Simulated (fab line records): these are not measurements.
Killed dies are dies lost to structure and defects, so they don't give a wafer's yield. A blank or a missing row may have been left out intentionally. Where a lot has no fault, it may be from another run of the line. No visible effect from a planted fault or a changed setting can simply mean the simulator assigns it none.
Comparing a struck lot with a sound one || flow sky130 || 21 steps out of a route of 708
Sound: these wafers, L343.2, L343.3, L343.5. Struck: wafer L359.1. (L359.2, L359.3 of the same lot were not struck and are left out.) The cause comes at the end.
Per side, at each step with rows, come the tool, then ch with its chambers, and then its first start. Under that, the readings that differ: sound wafers || struck wafers || difference of the means || sigmas: that difference in standard deviations of wafers without a fault.
alike: words and numbers the same on both sides, and readings whose means are apart by under 2 such deviations; not compared: readings that were withheld, readings missing a value for some wafer, numbers with overlapping values and no deviation given by the record, and bounds like >300 which may hide the same value.
A row with sigmas, a row that says differs or no value, or rows on one side alone: a step with any of these is where the two part. Numbers that don't overlap but have no deviation are shown without sigmas and don't part them. A reading missing from all wafers of one side parts the sides only when that side holds two or more wafers.

SKY_METAL5_DESCUM_14: chemistry O2, time 11 s.
  sound on rie-metal-03 ch 1, day 43 20:13; struck on rie-metal-04 ch 0, day 48 02:52
  alike: drypump-motor-current-A, oes-product-au
  not compared: rf-hours-counter-h
SKY_METAL5_METAL_ETCH_15: etches the open film in Cl2/BCl3, stops on SiO2, target depth 1260 nm, time 252 s.
  sound on rie-metal-03 ch 1, day 43 20:15; struck on rie-metal-04 ch 0, day 48 02:54
{"reading": "throttle-valve-pct (%)", "sound": "22.275 22.268 22.256", "struck": 22.246, "difference": -0.020, "sigmas": -2}
  alike: drypump-motor-current-A, oes-product-au
  not compared: rf-hours-counter-h
SKY_METAL5_STRIP_16: strips in O2/N2.
  sound on plasma-asher-03 ch 0,1, day 43 20:29; struck on plasma-asher-02 ch 0, day 48 03:08
  alike: drypump-motor-current-A, oes-product-au, strip-time-to-endpoint-s
  not compared: rf-hours-counter-h
then, 3 steps without rows for these wafers: SKY_METAL5_STRIP_17 (strips in post etch residue remover, time 1200 s); SKY_METAL5_CLEAN_18 (cleans in IPA, time 180 s); SKY_METAL5_CLEAN_19 (cleans in O3/DIW).
SKY_PASSIVATION_CVD_00: deposits SiO2, target thk 90 nm.
  sound on pecvd-04 ch 1,2, day 43 21:10; struck on pecvd-01 ch 1, day 48 03:43
  alike: heater-power-w
SKY_PASSIVATION_THK_MEAS_01:
  sound on film-metro-03, day 43 21:11; struck on film-metro-04, day 48 03:44
  alike: PASSIVATION_CVD_00_THK
SKY_PASSIVATION_CVD_02: deposits Si3N4, target thk 540 nm.
  sound on pecvd-01 ch 0,2, day 43 21:14; struck on pecvd-03 ch 2, day 48 03:48
{"reading": "heater-power-w (W)", "sound": "889 904 688", "struck": 589, "difference": -238, "sigmas": -2}
SKY_PASSIVATION_THK_MEAS_03:
  sound on film-metro-04, day 43 21:35; struck on film-metro-02, day 48 04:02
  alike: PASSIVATION_CVD_02_THK
then, 2 steps without rows for these wafers: SKY_PASSIVATION_DEHYDRATE_04 (time 60 s); SKY_PASSIVATION_HMDS_05 (prime time 60 s).
SKY_PASSIVATION_COAT_06: resist thk 3000 nm.
  sound on litho-track-03 ch 0, day 44 08:22; struck on litho-track-02 ch 0, day 48 13:37
{"reading": "model.coat_of_PASSIVATION_COAT_06.thk-nm (nm)", "sound": "2996 3006 2997", "struck": 3051, "difference": "+51", "sigmas": ""}
  alike: chill-plate-temp-C
then, 4 steps without rows for these wafers: SKY_PASSIVATION_SOFTBAKE_07; SKY_PASSIVATION_EXPOSE_08 (exposes mask NSM, target cd 3000 nm); SKY_PASSIVATION_PEB_09; SKY_PASSIVATION_DEVELOP_10 (develop time 60 s).
SKY_PASSIVATION_ETCH_11: etches the open film in CF4/O2, stops on AlCu, target depth 725 nm, time 161.1 s.
  sound on rie-diel-03 ch 0,1, day 44 19:43; struck on rie-diel-01 ch 0, day 48 22:16
{"reading": "model.coat_of_PASSIVATION_COAT_06.thk-nm (nm)", "sound": "2522 2509 2501", "struck": 2561, "difference": "+50", "sigmas": ""}
  alike: drypump-motor-current-A, oes-product-au, throttle-valve-pct
  not compared: rf-hours-counter-h
SKY_PASSIVATION_STRIP_12: strips in O2/N2.
  sound on plasma-asher-02 ch 0, day 44 19:49; struck on plasma-asher-01 ch 0, day 48 22:22
{"reading": "strip-time-to-endpoint-s (s)", "sound": "31.60 31.43 31.34", "struck": 32.04, "difference": "+0.58", "sigmas": "+5"}
  alike: drypump-motor-current-A, oes-product-au
  not compared: rf-hours-counter-h
then, 1 step without rows for these wafers: SKY_PAD_OPEN_DEHYDRATE_00 (time 60 s).
SKY_PAD_OPEN_PROBE_99:
  record: rows for the struck wafers here (prober-02, day 49 19:13), none for the sound ones

== WHERE THEY PART ==
First at SKY_METAL5_METAL_ETCH_15; last, within this record, at SKY_PAD_OPEN_PROBE_99.

WHY: what had been put in by the simulator
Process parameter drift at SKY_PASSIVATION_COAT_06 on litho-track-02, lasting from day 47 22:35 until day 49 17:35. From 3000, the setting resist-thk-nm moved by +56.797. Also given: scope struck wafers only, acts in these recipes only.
